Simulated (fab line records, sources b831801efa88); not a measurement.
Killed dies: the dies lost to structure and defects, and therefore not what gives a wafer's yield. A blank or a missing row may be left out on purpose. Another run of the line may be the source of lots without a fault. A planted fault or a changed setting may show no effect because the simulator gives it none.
fab line records	flow sky130
[record] lots = 13	wafers = 39	last_day = 50
route steps=708 shown FIELD_ISO@31 SD_N@356 CONTACT@422 PAD_OPEN@708
lots untouched by any fault: they come from a run of this same line in which no faults occurred
start_h: hours from the record's opening day to when the first of the lot's shown wafers began	wait_h: hours from the lot's prior step to this one	" repeats the value in the row above	L1.1+2: a single row standing in for several wafers	- no value present, or no start provided	* or withheld: withheld	< > ~ a bound
route shown NAME@n: names a module that has steps shown in the file, with the first one's number in the route	usual: mean/standard deviation of fault-free wafers	same: alike in all rows	chamber/n: place in a boat	sites: each site's reading	_std_site: standard deviation across them	_edge_site: mean of outer sites minus mean of inner sites	radius_mm: how far each site lies from the wafer's centre	mask NAME#n: copy n	behind: tool/chamber where the wafer was last shaped	hold: why the lot went on hold/how many hours it stayed there/how the hold came to an end	device: whichever transistor did not switch (one of n, p or np)	end of line: at the end of the route, the tests of the same wafers	where a step has no rows: the recipe by itself	killed: not the wafer's yield, but the dies lost to structure and defects at the first sort	map: a wafer's dies, marking killed ones x, the rest . and places with no die _
set.NAME: the setting as run; set.NAME@STEP: as run at that earlier step	model.NAME: the simulator's own value behind a step, which no gauge read
one table for each step of the route and one row for each wafer, over a sample of lots
services: the hour from which a tool's chamber was out of use, counted from the record's first day as start_h (under 0 if before that day), plus the number of hours and why
[[steps]]
[step SKY_FIELD_ISO_WET_ETCH_30]
[recipe] chemistry = dHF	target_depth_nm = 25	target = SiO2	dilution = 10:1	temp_c = 25	time_s = 50
[usual] run_length_s = 80/3.6
lot.wafer	tool	chamber	start_h	wait_h	run_length_s
L320.1	wet_bench-01	3	41.18	0.0	83
L320.2	"	3	"	"	83
L320.6	"	3	"	"	83
L321.1	wet_bench-01	2	41.18	0.0	83
L321.2	"	2	"	"	83
L321.6	"	2	"	"	83
L325.1	wet_bench-03	1	62.54	0.0	78
L325.2	"	1	"	"	78
L325.3	"	1	"	"	78
L326.1	wet_bench-02	3	67.03	0.0	85
L326.4	"	3	"	"	85
L326.6	"	3	"	"	85
L327.2	wet_bench-03	2	71.48	0.0	76
L327.4	"	2	"	"	76
L327.5	"	2	"	"	76
L328.4	wet_bench-03	0	76.66	0.0	77
L328.5	"	0	"	"	77
L328.6	"	0	"	"	77
L330.1	wet_bench-02	1	88.53	0.0	75
L330.4	"	1	"	"	75
L330.6	"	1	"	"	75
L336.4	wet_bench-02	2	121.43	0.0	60
L336.5	"	2	"	"	60
L336.6	"	2	"	"	60
L337.2	wet_bench-02	0	124.54	0.0	62
L337.3	"	0	"	"	62
L337.6	"	0	"	"	62
L338.1	wet_bench-01	0	132.68	0.0	77
L338.2	"	0	"	"	77
L338.6	"	0	"	"	77
L339.1	wet_bench-01	0	135.33	0.0	83
L339.4	"	0	"	"	83
L339.5	"	0	"	"	83
L342.2	wet_bench-01	3	149.87	0.0	75
L342.4	"	3	"	"	75
L342.6	"	3	"	"	75
L343.3	wet_bench-03	0	159.17	0.0	76
L343.4	"	0	"	"	76
L343.5	"	0	"	"	76
[step SKY_SD_N_RTA_14]
[recipe] temp_c = 1075	time_s = 2	idle_temp_c = 650	ramp_up_c_per_s = 150	ramp_down_c_per_s = 90	ambient = N2
[usual] lamp_power_pct = 15.74/0.05	wafer_temp_C_max = 1077.8/1.3
lot.wafer	tool	chamber	start_h	wait_h	lamp_power_pct	wafer_temp_C_max
L320.1	rtp_anneal-01	0	651.88	0.0	15.82	1077.9
L320.2	"	0	"	"	15.76	1079.6
L320.6	"	0	"	"	15.74	1079.0
L321.1	rtp_anneal-02	0	655.34	0.0	15.81	1077.0
L321.2	"	0	"	"	15.71	1079.3
L321.6	"	0	"	"	15.75	1079.1
L325.1	rtp_anneal-02	0	678.28	0.0	15.70	1076.9
L325.2	"	0	"	"	15.74	1081.0
L325.3	"	0	"	"	15.76	1078.2
L326.1	rtp_anneal-01	0	688.07	0.0	15.78	1077.1
L326.4	"	0	"	"	15.71	1077.4
L326.6	"	0	"	"	15.87	1076.4
L327.2	rtp_anneal-02	0	708.45	0.0	15.75	1078.2
L327.4	"	0	"	"	15.77	1078.2
L327.5	"	0	"	"	15.68	1078.2
L328.4	rtp_anneal-01	0	709.90	0.0	15.75	1076.9
L328.5	"	0	"	"	15.64	1078.8
L328.6	"	0	"	"	15.81	1080.0
L330.1	rtp_anneal-01	0	721.68	0.0	15.77	1078.3
L330.4	"	0	"	"	15.66	1077.7
L330.6	"	0	"	"	15.75	1078.7
L336.4	rtp_anneal-01	0	772.11	0.0	15.71	1077.7
L336.5	"	0	"	"	15.79	1077.4
L336.6	"	0	"	"	15.83	1078.8
L337.2	rtp_anneal-02	0	783.04	0.0	15.62	1078.6
L337.3	"	0	"	"	15.71	1077.9
L337.6	"	0	"	"	15.75	1078.7
L338.1	rtp_anneal-01	0	784.62	0.0	15.73	1077.5
L338.2	"	0	"	"	15.75	1076.6
L338.6	"	0	"	"	15.69	1076.0
L339.1	rtp_anneal-02	0	793.83	0.0	15.75	1078.4
L339.4	"	0	"	"	15.75	1076.1
L339.5	"	0	"	"	15.70	1078.4
L342.2	rtp_anneal-01	0	814.78	0.0	15.83	1077.2
L342.4	"	0	"	"	15.79	1077.3
L342.6	"	0	"	"	15.77	1077.4
L343.3	rtp_anneal-02	0	831.79	0.0	15.76	1076.8
L343.4	"	0	"	"	15.67	1077.7
L343.5	"	0	"	"	15.78	1078.3
[step SKY_CONTACT_ETCH_16]
[recipe] chemistry = N2/H2	target = BARC	ion_energy_ev = 200	source_w = 500	bias_w = 100	pressure_mtorr = 30	n2_flow_sccm = 100	h2_flow_sccm = 200	stop_on = SiO2	time_s = 45.9	target_depth_a = 600
[usual] drypump_motor_current_A = 5.7/0.31	oes_product_au = 0.854/0.0045	run_length_s = 74.2/0.59	throttle_valve_pct = 13.223/0.0084
lot.wafer	tool	chamber	start_h	wait_h	drypump_motor_current_A	oes_product_au	rf_hours_counter_h	run_length_s	throttle_valve_pct
L320.1	rie_diel-03	2	739.08	0.0	5.4	0.853	16	73.6	13.225
L320.2	"	1	"	"	6.0	0.857	32	74.5	13.217
L320.6	"	3	"	"	5.6	0.856	-	74.7	13.229
L321.1	rie_diel-01	3	743.42	0.0	6.0	0.852	19	75.3	13.212
L321.2	"	0	"	"	6.2	0.855	12	74.5	13.216
L321.6	"	1	"	"	5.7	0.860	-	73.0	13.214
L325.1	rie_diel-03	2	765.03	0.0	5.4	0.857	17	73.4	13.238
L325.2	"	3	"	"	5.6	0.850	4	74.8	13.217
L325.3	"	1	"	"	6.0	0.855	33	74.8	13.226
L326.1	rie_diel-01	2	773.78	0.0	6.1	0.853	15	73.9	13.242
L326.4	"	1	"	"	5.7	0.852	15	73.0	13.217
L326.6	"	0	"	"	6.2	0.847	-	75.0	13.226
L327.2	rie_diel-01	2	794.23	0.0	6.1	0.853	16	73.6	13.218
L327.4	"	0	"	"	6.2	0.848	13	74.3	13.220
L327.5	"	0	"	"	6.2	0.855	-	74.4	13.223
L328.4	rie_diel-03	0	794.58	0.0	5.8	0.845	8	73.8	13.230
L328.5	"	1	"	"	6.0	0.860	-	74.6	13.228
L328.6	"	2	"	"	5.4	0.851	-	73.7	13.224
L330.1	rie_diel-01	2	805.22	0.0	6.1	0.859	16	73.7	13.228
L330.4	"	3	"	"	6.0	0.850	20	75.7	13.213
L330.6	"	0	"	"	6.2	0.854	-	74.7	13.229
L336.4	rie_diel-03	3	854.88	0.0	5.6	0.853	7	74.8	13.223
L336.5	"	3	"	"	5.6	0.853	-	74.6	13.223
L336.6	"	0	"	"	5.9	0.853	-	73.9	13.226
L337.2	rie_diel-02	1	865.13	0.0	5.9	0.857	10	74.4	13.214
L337.3	"	0	"	"	5.8	0.855	0	73.9	13.218
L337.6	"	2	"	"	5.5	0.849	-	74.0	13.227
L338.1	rie_diel-02	0	866.13	0.0	5.8	0.855	0	73.5	13.239
L338.2	"	2	"	"	5.5	0.850	9	73.8	13.235
L338.6	"	1	"	"	5.9	0.850	-	74.4	13.219
L339.1	rie_diel-02	1	875.02	0.0	6.0	0.857	11	74.4	13.206
L339.4	"	2	"	"	5.5	0.860	10	74.0	13.239
L339.5	"	2	"	"	5.5	0.851	-	74.1	13.228
L342.2	rie_diel-02	0	896.67	0.0	5.9	0.850	1	73.5	13.230
L342.4	"	3	"	"	5.2	0.861	2	74.1	13.220
L342.6	"	3	"	"	5.2	0.856	-	73.6	13.215
L343.3	rie_diel-01	2	911.77	0.0	6.0	0.848	20	74.0	13.220
L343.4	"	3	"	"	6.0	0.855	25	74.9	13.219
L343.5	"	2	"	"	6.1	0.846	-	74.1	13.228
[step SKY_CONTACT_RS_MEAS_25]
[recipe] thk_meas_gauge = four-point-probe	reads = W_of_CONTACT_CVD_24+TiN_of_CONTACT_SPUTTER_23
[usual] CONTACT_W_RS = 0.337/0.0033
lot.wafer	tool	chamber	start_h	wait_h	CONTACT_W_RS[ohm/sq]
L320.1	film_metro-04	-	739.98	0.1	0.337
L320.2	"	-	"	"	0.335
L320.6	"	-	"	"	0.336
L321.1	film_metro-03	-	744.31	0.1	0.337
L321.2	"	-	"	"	0.340
L321.6	"	-	"	"	0.344
L325.1	film_metro-01	-	765.92	0.1	0.336
L325.2	"	-	"	"	0.339
L325.3	"	-	"	"	0.341
L326.1	film_metro-04	-	774.68	0.1	0.344
L326.4	"	-	"	"	0.347
L326.6	"	-	"	"	0.342
L327.2	film_metro-04	-	795.15	0.1	0.338
L327.4	"	-	"	"	0.341
L327.5	"	-	"	"	0.336
L328.4	film_metro-03	-	795.54	0.1	0.338
L328.5	"	-	"	"	0.338
L328.6	"	-	"	"	0.332
L330.1	film_metro-04	-	806.11	0.1	0.340
L330.4	"	-	"	"	0.339
L330.6	"	-	"	"	0.338
L336.4	film_metro-04	-	855.87	0.1	0.336
L336.5	"	-	"	"	0.332
L336.6	"	-	"	"	0.338
L337.2	film_metro-04	-	866.05	0.1	0.335
L337.3	"	-	"	"	0.340
L337.6	"	-	"	"	0.335
L338.1	film_metro-04	-	867.03	0.1	0.341
L338.2	"	-	"	"	0.335
L338.6	"	-	"	"	0.338
L339.1	film_metro-03	-	875.98	0.1	0.343
L339.4	"	-	"	"	0.342
L339.5	"	-	"	"	0.333
L342.2	film_metro-03	-	897.59	0.1	0.335
L342.4	"	-	"	"	0.334
L342.6	"	-	"	"	0.331
L343.3	film_metro-01	-	912.72	0.1	0.333
L343.4	"	-	"	"	0.337
L343.5	"	-	"	"	0.336
[step SKY_PAD_OPEN_PROBE_99]
[usual] killed_at_M0_to_M3 = 43/7.1	killed_at_M4_up = 3.0/1.9	killed_at_contacts = 24/5	killed_at_front_end = 15/4.3	killed_at_other = 0.3/0.5	killed_dies = 85/9.6	killed_open = 46/7.1	killed_short = 39/6.8
[same] gross_dies = 492	killed_at_back_side = 0
lot.wafer	tool	chamber	start_h	wait_h	killed_at_M0_to_M3	killed_at_M4_up	killed_at_contacts	killed_at_front_end	killed_at_other	killed_dies	killed_open	killed_short
L328.4	prober-02	-	1119.60	0.2	53	2	32	14	0	101	55	46
L328.5	prober-02	-	1119.65	0.2	56	3	27	17	1	104	55	49
L328.6	prober-02	-	1119.70	0.2	41	4	23	23	1	92	55	37
// killed by level:class
L328.4 CONTACT:geometric_particle:open=12 VIA1:geometric_particle:open=10 VIA3:geometric_particle:open=10 METAL2:geometric_particle:short=8 LI_CONTACT:geometric_particle:open=7 VIA1:geometric_particle:short=7 LOCAL_INTERCONNECT:geometric_particle:short=6 METAL1:geometric_particle:short=6
L328.5 VIA1:geometric_particle:open=14 VIA3:geometric_particle:open=10 METAL2:geometric_particle:short=9 CONTACT:geometric_particle:short=7 CONTACT:geometric_particle:open=7 VIA1:geometric_particle:short=6 LOCAL_INTERCONNECT:geometric_particle:short=5 FIELD_ISO:geometric_particle:short=4
L328.6 CONTACT:geometric_particle:open=8 VIA1:geometric_particle:open=8 LI_CONTACT:geometric_particle:open=7 LOCAL_INTERCONNECT:geometric_particle:short=7 VIA2:geometric_particle:open=6 VIA3:geometric_particle:open=6 FIELD_ISO:geometric_particle:open=5 FIELD_ISO:geometric_particle:short=5
[[services]]
tool	chamber	start_h	hours	kind
rie_diel-01	-	18.92	2.8	pm
rtp_anneal-01	-	91.18	4.4	pm
rie_diel-01	2	162.42	3.5	repair
rtp_anneal-02	-	252.01	2.5	pm
rie_diel-01	0	256.25	4.9	repair
rie_diel-01	3	269.56	3.5	repair
rie_diel-01	0	299.32	4.2	repair
rie_diel-01	-	345.49	1.6	repair
rtp_anneal-01	-	364.21	1.1	pm
rie_diel-01	3	374.34	7.1	repair
rie_diel-01	0	474.56	3.8	repair
rie_diel-01	2	541.35	130.5	repair
rie_diel-01	1	573.41	9.7	repair
rie_diel-01	0	581.74	1.5	repair
rtp_anneal-02	-	584.42	1.3	repair
rie_diel-01	3	594.80	7.5	repair
rie_diel-01	-	607.01	15.6	pm
rie_diel-01	3	636.63	4.0	repair
wet_bench-01	-	649.85	1.9	pm
rie_diel-01	1	670.89	1.5	repair
rie_diel-01	3	725.52	11.8	repair
rie_diel-01	-	750.27	14.6	pm
rie_diel-01	0	784.20	4.1	repair
rtp_anneal-01	-	828.18	3.3	pm
[[key]]
[first_sign] step = SKY_FIELD_ISO_WET_ETCH_30	reading = run_length_s	direction = down	sigmas = 5.3	usual = *	struck = *
effect none on later readings
met_at SKY_FIELD_ISO_WET_ETCH_30
struck_lots L336,L337
tester_left_out L336,L337
not_acting_at SKY_SD_N_RTA_14,SKY_CONTACT_ETCH_16,SKY_CONTACT_RS_MEAS_25
onset_between 88.53 121.43
[fault] kind = process_parameter_drift	tool = wet_bench-02	chamber = -	onset_h = 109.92	steps = SKY_FIELD_ISO_WET_ETCH_30	channel = time_s	offset = *	shape = step	end_h = 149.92	acts_in = *	stated = *
// tester_left_out: of these lots the tester's yield and bins aren't shown, on N5 and GAA mostly nor the transistor test; their killed dies are dies lost to structure and defects alone, not to doping, threshold or leakage, so they don't give the yield
